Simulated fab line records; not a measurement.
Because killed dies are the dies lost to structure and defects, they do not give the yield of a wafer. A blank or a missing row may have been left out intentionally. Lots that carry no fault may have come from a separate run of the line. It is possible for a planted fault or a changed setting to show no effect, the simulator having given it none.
What tool caused it? -- flow sky130 -- 12 lots, 36 wafers sampled, at 2 steps of a route of 708

## WHAT THE GAUGES SHOWED, per wafer
SKY_CONTACT_THK_MEAS_01.
lot,measured,on,CONTACT_CVD_00_THK (nm)
L075,day 32 09:54,film metro-01,74.7 74.6 74.8
L077,day 33 14:05,film metro-02,74.4 74.2 75.7
L079,day 33 19:47,film metro-03,77.4 77.4 78.4
L081,day 34 14:57,film metro-02,76.4 75.9 76.5
L083,day 34 22:49,film metro-02,73.2 74.0 74.7
L085,day 35 20:29,film metro-01,75.2 78.1 76.4
L088,day 36 08:49,film metro-02,74.5 76.0 75.9
L089,day 36 16:38,film metro-03,75.0 76.2 75.9
L091,day 37 07:06,film metro-03,74.5 74.7 74.5
L093,day 37 19:29,film metro-02,74.9 73.9 75.6
L095,day 38 12:42,film metro-01,74.6 74.1 76.1
L097,day 38 23:05,film metro-02,74.6 73.6 74.2

## WHICH TOOL RAN EACH LOT (tool, then ch and the chambers of the sampled wafers, then the start)
lot,SKY_LI_CONTACT_SPUTTER_19
L075,"pvd sputter-02, day 31 03:46"
L077,"pvd sputter-04, day 32 09:19"
L079,"pvd sputter-04, day 32 14:12"
L081,"pvd sputter-04, day 33 10:43"
L083,"pvd sputter-01, day 33 18:17"
L085,"pvd sputter-01, day 34 15:35"
L088,"pvd sputter-02, day 35 04:50"
L089,"pvd sputter-02, day 35 11:52"
L091,"pvd sputter-02, day 36 02:32"
L093,"pvd sputter-04, day 36 14:36"
L095,"pvd sputter-02, day 37 07:47"
L097,"pvd sputter-01, day 37 18:16"
- SKY_LI_CONTACT_SPUTTER_19: material Ti, target thk 20 nm, time 106.37 s.

## THE ANSWER, worked out from the rows above alone
Rule: usual is defined by the lots themselves. The widest of any qualifying gaps counts: lots, ordered by their means at a reading, are off when they make up no more than a third of the lots, leave a main group of 4 or more, and stand apart from it by 3 or more times the standard deviation of that group's means. A main group whose means are all the same, to the digits that the tables above print for the reading, isn't used. Also off: a lot with no number at a reading for which 4 or more lots have one. Where the step has rows for the other lots, those lots are counted as sound.
Nothing can be told from this: no lot is off at any reading shown.

## WHAT THE SIMULATOR PUT IN
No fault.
